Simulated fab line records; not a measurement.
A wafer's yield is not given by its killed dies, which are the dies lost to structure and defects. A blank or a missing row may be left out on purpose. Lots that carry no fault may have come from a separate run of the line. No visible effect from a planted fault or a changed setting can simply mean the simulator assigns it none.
A struck lot beside a sound one / flow sky130 / 15 steps out of a route of 708
Sound: the wafers L528.2, L528.5, L528.6. Wafers struck: L533.2, L533.3, L533.4. The cause is given at the end.
For every step that has rows: the tool of each side, followed by ch and its chambers, followed by its first start. Under that, the readings that differ: sound wafers / struck wafers / difference of the means / sigmas: that difference in standard deviations of wafers without a fault.
alike: a reading whose means differ by less than 2 such deviations, as well as words and numbers matching on both sides. not compared: withheld readings; readings where some wafer has no value; bounds like >300 that might hide an equal value; numbers whose values overlap and for which the record gives no deviation.
A row with sigmas, a row that says differs or no value, or rows on one side alone: a step with any of these is where the two part. When numbers do not overlap yet have no deviation, they are printed without sigmas and do not part them. A reading missing from all wafers of one side parts the sides only when that side holds two or more wafers.

SKY_METAL3_STRIP_19: strips in O2/N2.
  sound on plasma-asher-02 ch 0,1, day 41 11:53; struck on plasma-asher-02 ch 0,1, day 42 20:14
  alike: drypump-motor-current-A, oes-product-au, strip-time-to-endpoint-s
  not compared: rf-hours-counter-h
then, 4 steps without rows for these wafers: SKY_METAL3_STRIP_20 (strips in post etch residue remover, time 1200 s); SKY_METAL3_CLEAN_21 (cleans in IPA, time 180 s); SKY_METAL3_CLEAN_22 (cleans in O3/DIW); SKY_VIA3_HDPCVD_00 (deposits SiO2, target thk 1635 nm, time 272.5 s).
SKY_VIA3_THK_MEAS_01:
  struck on film-metro-01, day 42 21:03; sound on film-metro-04, day 41 12:43
  alike: VIA3_HDPCVD_THK
SKY_VIA3_CMP_02: polishes SiO2.
  sound on cmp-02 ch 0,2,3, day 41 13:02; struck on cmp-02 ch 0,1,3, day 42 21:06
  alike: motor-current-A
SKY_VIA3_BOW_MEAS_03:
  struck on film-metro-04, day 42 21:25; sound on film-metro-04, day 41 13:13
  alike: VIA3_BOW
then, 4 steps without rows for these wafers: SKY_VIA3_DEHYDRATE_04 (time 60 s); SKY_VIA3_HMDS_05 (prime time 60 s); SKY_VIA3_COAT_06 (resist thk 60 nm); SKY_VIA3_COAT_07 (resist thk 450 nm).
SKY_VIA3_SOFTBAKE_08: time 90 s.
  sound on litho-track-02 ch 0, day 42 00:00; struck on litho-track-03 ch 0, day 43 08:00
reading=heater-power-total-W (W); sound=57.42 57.41 57.48; struck=55.98 56.05 56.05; difference=-1.41; sigmas=-12
reading=plate-temp-C (C); sound=99.88 100.04 99.87; struck=98.43 98.55 98.65; difference=-1.39; sigmas=-11
  alike: exhaust-pa
then, 1 step without rows for these wafers: SKY_VIA3_EXPOSE_09 (exposes mask VIM3, target cd 200 nm).
-- the record jumps here: 6 days lie between the struck wafers' starts before and after (it left off in module VIA3 and takes up again in module PAD_OPEN, whose first step shown is number 708 of the route) --
SKY_PAD_OPEN_PROBE_99:
  struck on prober-02, day 49 05:40; sound on prober-02, day 48 04:19
  alike: defect-limited-yield, killed_at_M0_to_M3, killed_at_M4_up, killed-at-contacts, killed-at-front-end, killed-at-other, killed-dies, killed-open, killed-short, sort_bin_3_pad_short, sort_bin_5_function, sort_bin_6_memory, sort-n-pass, sort-yield-pct

## WHERE THEY PART
SKY_VIA3_SOFTBAKE_08 only, going by this record. Later steps at which nothing parts them and some readings are alike: SKY_PAD_OPEN_PROBE_99.

WHY: what had been put in by the simulator
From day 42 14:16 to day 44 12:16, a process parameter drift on litho-track-03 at SKY_VIA3_SOFTBAKE_08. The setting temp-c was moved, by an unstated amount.
